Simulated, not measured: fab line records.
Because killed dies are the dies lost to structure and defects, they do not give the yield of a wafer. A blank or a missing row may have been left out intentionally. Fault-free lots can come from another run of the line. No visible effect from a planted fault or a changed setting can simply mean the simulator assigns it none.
Problem report, 8D (eight disciplines) form, completed by code | flow gf180mcu | the parts of the form that need people (team, actions taken, sign-off) are left out

1. PROBLEM STATEMENT
beam_energy_keV at GF_DNWELL_IMPLANT_07 reads a mean of 1687.9 on 6 wafers of 2 lots; wafers without a fault read 1500.0 with a standard deviation of 0.43. So: +99 or more standard deviations from the usual mean.
Seen first at day 6 00:31 on implanter-03, wafer L949.1. The record has a number at this step for 18 wafers belonging to 6 lots. Rule for "out" (also "out of limits"): further than 4 standard deviations from the usual mean. The rest of the wafers with a number are treated as sound.

2. WHAT IT IS AND WHAT IT IS NOT
question                    | is                     | is not
which readings at this step | beam_energy_keV        | end_station_pressure_torr, faraday_current_uA
which lots                  | L949, L950             | L936, L941, L953, L957
which wafers of those lots  | all that have a number | -
read on which tools         | implanter-03           | implanter-01, implanter-02
when                        | from day 6 00:31       | up to then (6 sound wafers); but 6 sound wafers of L953, L957 came after

3. WHAT RULES OUT EACH SUSPECT
Counting: a tool at a process step up to the reading stays a suspect if it ran every lot that is out and no sound lot after the first of them.
- implanter-03 at GF_DNWELL_IMPLANT_07: kept. Every lot that is out went through it, starting with L949 (day 6 00:31), and after that it ran no sound lot; the last sound lot it ran before then is L941 (day 4 02:03). Out on those wafers are its own readings of beam_energy_keV.
Remaining after the count: implanter-03 at GF_DNWELL_IMPLANT_07.

4. THE CAUSE (what the simulator had put in)
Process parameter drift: implanter-03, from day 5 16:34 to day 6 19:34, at GF_DNWELL_IMPLANT_07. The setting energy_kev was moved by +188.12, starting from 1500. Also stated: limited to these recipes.
The count eliminated every tool but this one.

5. THE CHAIN OF EFFECTS, in route order
One row per reading whose mean, taken over the struck wafers that have a number, lies over 3 standard deviations from the usual. Scope: only readings with a usual standard deviation given in the record; hours: median across lots of the time from each lot's start at the first step in this table that gives one to its start at this step; sigmas: change in usual standard deviations.
hours | step                 | reading         | usual  | on struck wafers | change | sigmas
0     | GF_DNWELL_IMPLANT_07 | beam_energy_keV | 1500.0 | 1687.9           | +187.9 | +99 or more
It contains these process steps:
- GF_DNWELL_IMPLANT_07

6. WHAT WOULD HAVE CAUGHT IT SOONER
In this record no reading fell out of limits until day 6 00:31, 8 hours after the fault had begun at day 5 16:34.
